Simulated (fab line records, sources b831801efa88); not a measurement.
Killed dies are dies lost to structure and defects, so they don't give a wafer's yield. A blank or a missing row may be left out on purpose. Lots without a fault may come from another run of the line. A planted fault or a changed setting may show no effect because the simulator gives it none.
Which tool did it? | flow gf180mcu | 13 lots, 39 wafers sampled, at 4 steps of a route of 602

WHAT THE GAUGES READ, wafer by wafer
GF_PASSIVATION_THK_MEAS_01. Usual: PASSIVATION_CVD_00_THK 1020 nm, standard deviation 14.
lot  | measured     | on            | PASSIVATION_CVD_00_THK (nm) | flag
L302 | day 28 06:08 | film_metro-02 | 999 1010 1021               |
L303 | day 28 18:07 | film_metro-02 | 1024 1020 1027              |
L306 | day 29 18:51 | film_metro-03 | 1017 1022 1022              |
L307 | day 30 01:34 | film_metro-04 | 1034 1049 1045              |
L309 | day 30 11:41 | film_metro-04 | 994 1012 1025               |
L308 | day 30 12:10 | film_metro-04 | 1025 1034 1045              |
L310 | day 31 01:11 | film_metro-03 | 1027 1039 1049              |
L311 | day 31 08:29 | film_metro-04 | 1026 1033 1025              |
L313 | day 31 13:43 | film_metro-02 | 994 996 1002                |
L315 | day 32 06:29 | film_metro-02 | 1012 1020 1025              |
L316 | day 32 12:01 | film_metro-04 | 1019 1022 1029              |
L317 | day 32 22:04 | film_metro-02 | 1008 1014 1005              |
L318 | day 32 23:43 | film_metro-03 | 1002 1018 1017              |

WHICH TOOL RAN EACH LOT (tool, then ch and the chambers of the sampled wafers, then the start)
lot  | GF_MIM_SPUTTER_01            | GF_V5_CVD_02                    | GF_PASSIVATION_CVD_00
L302 | pvd_sputter-02, day 24 15:08 | pecvd-01 ch 0,1, day 26 10:46   | pecvd-01 ch 0,1, day 28 06:01
L303 | pvd_sputter-02, day 25 03:58 | pecvd-03 ch 1,2, day 26 22:48   | pecvd-04 ch 0,2, day 28 18:02
L306 | pvd_sputter-02, day 26 05:49 | pecvd-02 ch 0,1, day 28 01:01   | pecvd-04 ch 0,1,2, day 29 18:46
L307 | pvd_sputter-03, day 26 14:17 | pecvd-03 ch 1,2, day 28 08:34   | pecvd-03 ch 0,1,2, day 30 01:29
L309 | pvd_sputter-03, day 27 01:47 | pecvd-02 ch 1,2, day 28 18:56   | pecvd-04 ch 0,1,2, day 30 11:37
L308 | pvd_sputter-02, day 27 02:05 | pecvd-01 ch 0,1, day 28 19:19   | pecvd-03 ch 0,2, day 30 12:05
L310 | pvd_sputter-04, day 27 18:24 | pecvd-02 ch 0,1,2, day 29 09:24 | pecvd-03 ch 0,1,2, day 31 01:06
L311 | pvd_sputter-02, day 28 02:27 | pecvd-01 ch 1, day 29 17:24     | pecvd-03 ch 0,1, day 31 08:24
L313 | pvd_sputter-03, day 28 08:09 | pecvd-03 ch 0,1,2, day 29 23:31 | pecvd-01 ch 0,1,2, day 31 13:38
L315 | pvd_sputter-02, day 29 00:32 | pecvd-03 ch 0,1,2, day 30 15:10 | pecvd-04 ch 0,2, day 32 06:22
L316 | pvd_sputter-04, day 29 07:35 | pecvd-03 ch 0,1, day 30 22:52   | pecvd-01 ch 0,1,2, day 32 11:56
L317 | pvd_sputter-03, day 29 19:58 | pecvd-03 ch 0,1,2, day 31 09:52 | pecvd-04 ch 0,2, day 32 21:57
L318 | pvd_sputter-03, day 29 22:00 | pecvd-01 ch 0,1,2, day 31 11:37 | pecvd-04 ch 0,1,2, day 32 23:38
- GF_MIM_SPUTTER_01: material TiN, target thk 30 nm, time 25 s.
- GF_V5_CVD_02: deposits SiO2 from TEOS, target thk 1450 nm, time 163.28 s.
- GF_PASSIVATION_CVD_00: deposits SiO2 from TEOS, target thk 1000 nm, time 113.6 s.

WHAT THE TOOLS THEMSELVES READ (means of the sampled wafers that have a number; where no wafer has one, the mark that the record gives instead)
GF_MIM_SPUTTER_01. Usual: cathode_dc_power_W 6500.2 W, standard deviation 1; throttle_valve_pct 30.2 %, standard deviation 1.
lot  | tool           | cathode_dc_power_W (W) | throttle_valve_pct (%) | flag
L302 | pvd_sputter-02 | 6499.1                 | 30.1                   |
L303 | pvd_sputter-02 | 6500.4                 | 30.0                   |
L306 | pvd_sputter-02 | 6498.9                 | 29.6                   |
L307 | pvd_sputter-03 | 6501.1                 | 31.7                   |
L309 | pvd_sputter-03 | 6500.7                 | 29.8                   |
L308 | pvd_sputter-02 | 6501.4                 | 30.0                   |
L310 | pvd_sputter-04 | 6500.2                 | 30.7                   |
L311 | pvd_sputter-02 | 6499.9                 | 29.7                   |
L313 | pvd_sputter-03 | 6500.3                 | 31.4                   |
L315 | pvd_sputter-02 | 6500.3                 | 30.0                   |
L316 | pvd_sputter-04 | 6498.4                 | 30.5                   |
L317 | pvd_sputter-03 | 6499.6                 | 31.3                   |
L318 | pvd_sputter-03 | 6499.3                 | 31.4                   |

GF_V5_CVD_02. Usual: heater_power_w 653 W, standard deviation 110.
lot  | tool     | heater_power_w (W) | flag
L302 | pecvd-01 | 614                |
L303 | pecvd-03 | 690                |
L306 | pecvd-02 | 610                |
L307 | pecvd-03 | 716                |
L309 | pecvd-02 | 667                |
L308 | pecvd-01 | 530                |
L310 | pecvd-02 | 624                |
L311 | pecvd-01 | 545                |
L313 | pecvd-03 | 745                |
L315 | pecvd-03 | 689                |
L316 | pecvd-03 | 835                |
L317 | pecvd-03 | 738                |
L318 | pecvd-01 | 660                |

GF_PASSIVATION_CVD_00. Usual: heater_power_w 658 W, standard deviation 100.
lot  | tool     | heater_power_w (W) | flag
L302 | pecvd-01 | 572                |
L303 | pecvd-04 | 624                |
L306 | pecvd-04 | 595                |
L307 | pecvd-03 | 700                |
L309 | pecvd-04 | 649                |
L308 | pecvd-03 | 678                |
L310 | pecvd-03 | 710                |
L311 | pecvd-03 | 749                |
L313 | pecvd-01 | 664                |
L315 | pecvd-04 | 569                |
L316 | pecvd-01 | 666                |
L317 | pecvd-04 | 595                |
L318 | pecvd-04 | 640                |

THE ANSWER, worked out from the rows above alone
Rule: a lot is off if the mean of its wafers that have a number lies more than 3 standard deviations from the usual mean. A lot without any number at a reading at which 4 lots or more have one is off too. The other lots that the step has rows for count as sound. The gauges are gone through in route order, then the tools' own readings, and for those a lot's mean is taken as printed above. The first step at which some lot is off is used, and at that step the reading that is off furthest; a lot without a number counts as furthest.
No lot is off at any reading shown: from this, nothing can be told.

WHAT THE SIMULATOR HAD PUT IN
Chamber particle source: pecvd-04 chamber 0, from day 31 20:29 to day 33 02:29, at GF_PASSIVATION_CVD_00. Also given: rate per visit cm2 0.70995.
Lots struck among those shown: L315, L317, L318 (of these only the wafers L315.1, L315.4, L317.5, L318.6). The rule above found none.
